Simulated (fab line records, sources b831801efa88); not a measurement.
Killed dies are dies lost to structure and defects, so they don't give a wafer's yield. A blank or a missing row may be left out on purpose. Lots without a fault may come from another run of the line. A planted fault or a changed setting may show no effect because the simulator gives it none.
Which tool did it? | flow gf180mcu | 7 lots, 21 wafers sampled, at 4 steps of a route of 602

WHAT THE GAUGES READ, wafer by wafer
GF_V5_CD_MEAS_14: target cd 260 nm.
lot  | measured     | on        | cd_nm (nm)
L744 | day 28 05:52 | cd_sem-02 | 259.9 259.7 259.8
L748 | day 29 10:50 | cd_sem-02 | 260.3 260.7 260.5
L752 | day 30 12:25 | cd_sem-01 | 258.9 259.1 258.9
L754 | day 31 03:22 | cd_sem-02 | 259.0 259.5 258.4
L756 | day 31 17:40 | cd_sem-01 | 262.3 262.5 261.4
L759 | day 32 10:32 | cd_sem-02 | 258.4 259.5 260.2
L763 | day 33 08:28 | cd_sem-02 | 261.2 261.5 260.2

WHICH TOOL RAN EACH LOT (tool, then ch and the chambers of the sampled wafers, then the start)
lot  | GF_M4_SPUTTER_02             | GF_M4_METAL_ETCH_16               | GF_M5_PEB_05
L744 | pvd_sputter-04, day 23 14:42 | rie_metal-01 ch 0,1, day 24 13:08 | litho_track-03 ch 0, day 27 07:58
L748 | pvd_sputter-03, day 24 23:40 | rie_metal-04 ch 1, day 25 20:35   | litho_track-03 ch 0, day 28 12:55
L752 | pvd_sputter-03, day 26 05:49 | rie_metal-04 ch 1, day 27 02:52   | litho_track-02 ch 0, day 29 16:28
L754 | pvd_sputter-04, day 26 21:31 | rie_metal-01 ch 0,1, day 27 18:05 | litho_track-03 ch 0, day 30 07:40
L756 | pvd_sputter-04, day 27 16:21 | rie_metal-01 ch 0, day 28 12:13   | litho_track-02 ch 0, day 30 22:31
L759 | pvd_sputter-02, day 28 09:30 | rie_metal-01 ch 0, day 29 04:55   | litho_track-02 ch 0, day 31 15:50
L763 | pvd_sputter-03, day 29 12:22 | rie_metal-01 ch 0,1, day 30 07:01 | litho_track-03 ch 0, day 32 14:29
- GF_M4_SPUTTER_02: material AlCu, target thk 450 nm, time 23.9 s.
- GF_M4_METAL_ETCH_16: etches the open film in Cl2/BCl3, stops on SiO2, target depth 750.8 nm, time 125.1 s.
- GF_M5_PEB_05: peb time 90 s.

THE ANSWER, worked out from the rows above alone
Rule: what is usual is taken from the lots themselves. Put in order of their means at a reading, lots are off if they are a third of the lots or fewer, leave a main group of 4 or more, and stand apart from it by a gap of 3 or more times the standard deviation of the main group's means; of several such gaps the widest counts. A main group whose means are all the same, to the digits that the tables above print for the reading, isn't used. A lot without any number at a reading at which 4 lots or more have one is off too. The other lots that the step has rows for count as sound.
No lot is off at any reading shown: from this, nothing can be told.

WHAT THE SIMULATOR HAD PUT IN
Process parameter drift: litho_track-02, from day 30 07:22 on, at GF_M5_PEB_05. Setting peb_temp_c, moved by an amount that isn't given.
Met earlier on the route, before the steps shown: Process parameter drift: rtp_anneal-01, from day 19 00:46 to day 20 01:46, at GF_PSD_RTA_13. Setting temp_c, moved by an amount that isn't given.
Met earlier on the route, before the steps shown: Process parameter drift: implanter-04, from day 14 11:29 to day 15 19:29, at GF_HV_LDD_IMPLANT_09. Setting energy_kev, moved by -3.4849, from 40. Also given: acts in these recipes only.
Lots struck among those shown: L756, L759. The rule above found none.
